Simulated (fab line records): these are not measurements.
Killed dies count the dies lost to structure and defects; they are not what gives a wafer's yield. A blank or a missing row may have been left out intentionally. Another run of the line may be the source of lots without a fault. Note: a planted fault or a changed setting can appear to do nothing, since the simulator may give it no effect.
Split-lot experiment -- flow sky130 -- 5 lots, 27 wafers read, on a route of 708 steps

## THE SPLIT
At SKY_METAL4_SPUTTER_03 (material Ti, target thk 5 nm, time 3.3 s), the setting time-s was moved away from the recipe's 3.3 s on 9 of the 27 wafers read, by -55.8% to +51.3%. All remaining wafers had this setting at the recipe value.

The reading is taken at the split's own step.

## THE READING
Ti_of_METAL4_SPUTTER_03.thk-nm (the simulator's own value, which no gauge read), in nm, at SKY_METAL4_SPUTTER_03 (material Ti, target thk 5 nm, time 3.3 s). The file does not state a usual value for it. Average 5.023 nm, standard deviation 0.21 nm, over the 18 wafers here run with the recipe.

wafer,"tool, chamber at the split","time-s as run, s",against the recipe,"Ti_of_METAL4_SPUTTER_03.thk-nm, nm",against lot-mates on the recipe
L074.1,"pvd-sputter-01, -",4.233,+28.3%,6.194,+1.404
L074.2,"pvd-sputter-01, -",3.3,recipe,4.963,-
L074.3,"pvd-sputter-01, -",3.3,recipe,4.694,-
L074.4,"pvd-sputter-01, -",4.233,+28.3%,6.5,+1.710
L074.5,"pvd-sputter-01, -",4.233,+28.3%,6.274,+1.484
L074.6,"pvd-sputter-01, -",3.3,recipe,4.712,-
L078.1,"pvd-sputter-03, -",1.457,-55.8%,2.242,-2.601
L078.2,"pvd-sputter-03, -",1.457,-55.8%,1.941,-2.902
L078.3,"pvd-sputter-03, -",3.3,recipe,4.895,-
L078.4,"pvd-sputter-03, -",1.457,-55.8%,2.013,-2.830
L078.5,"pvd-sputter-03, -",3.3,recipe,4.722,-
L078.6,"pvd-sputter-03, -",3.3,recipe,4.912,-
L075.1,"pvd-sputter-02, -",3.3,recipe,5.249,-
L075.3,"pvd-sputter-02, -",3.3,recipe,4.893,-
L075.6,"pvd-sputter-02, -",3.3,recipe,5.257,-
L081.1,"pvd-sputter-02, -",3.3,recipe,5.316,-
L081.2,"pvd-sputter-02, -",4.994,+51.3%,7.585,+2.398
L081.3,"pvd-sputter-02, -",3.3,recipe,4.945,-
L081.4,"pvd-sputter-02, -",3.3,recipe,5.299,-
L081.5,"pvd-sputter-02, -",4.994,+51.3%,7.883,+2.696
L081.6,"pvd-sputter-02, -",4.994,+51.3%,7.455,+2.268
L084.1,"pvd-sputter-02, -",3.3,recipe,4.968,-
L084.2,"pvd-sputter-02, -",3.3,recipe,4.857,-
L084.3,"pvd-sputter-02, -",3.3,recipe,5.279,-
L084.4,"pvd-sputter-02, -",3.3,recipe,5.245,-
L084.5,"pvd-sputter-02, -",3.3,recipe,4.944,-
L084.6,"pvd-sputter-02, -",3.3,recipe,5.265,-

THE FIT
A straight line over all 27 wafers: Ti_of_METAL4_SPUTTER_03.thk-nm changes by +0.0514 nm for each +1% of time-s; r = +0.99; the points scatter about the line by 0.21 nm.
The same after taking each lot's own level away (the mean of its wafers on the recipe; 27 wafers): +0.0495 nm for each +1%; r = +0.99; scatter 0.17 nm.
That fit puts the effect of the largest move of time-s on the reading at 2.8 nm.
From 4.7897 to 5.1867 nm: that is the span of the lots' own levels, equal to 1.9 times the standard deviation above.
The two slopes are in agreement: the lot-to-lot level therefore moves the slope only a little.
Check: with one of the wafers moved furthest among these (-55.8%) left out of the fit, the line predicts -2.8 nm for it against its lot-mates. Against them it came out at -2.6 nm.

## THESE WAFERS: OTHER SPLITS
Before the reading, these wafers also passed through other splits. Each is held against what the fit with the lots' levels taken away leaves over:
other split on the same wafers,wafers away from the commonest value,r with Ti_of_METAL4_SPUTTER_03.thk-nm (lot level and that fit taken away)
SKY_VIA1_ETCH_14 time-s,6,-0.05
SKY_METAL3_SPUTTER_01 time-s,12,+0.12
SKY_METAL3_DEVELOP_12 develop-time-s,12,+0.15

## FILE'S OWN FIT
Ti_of_METAL4_SPUTTER_03.thk-nm changes by +0.0495 nm for each +1% of time-s, r = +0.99.
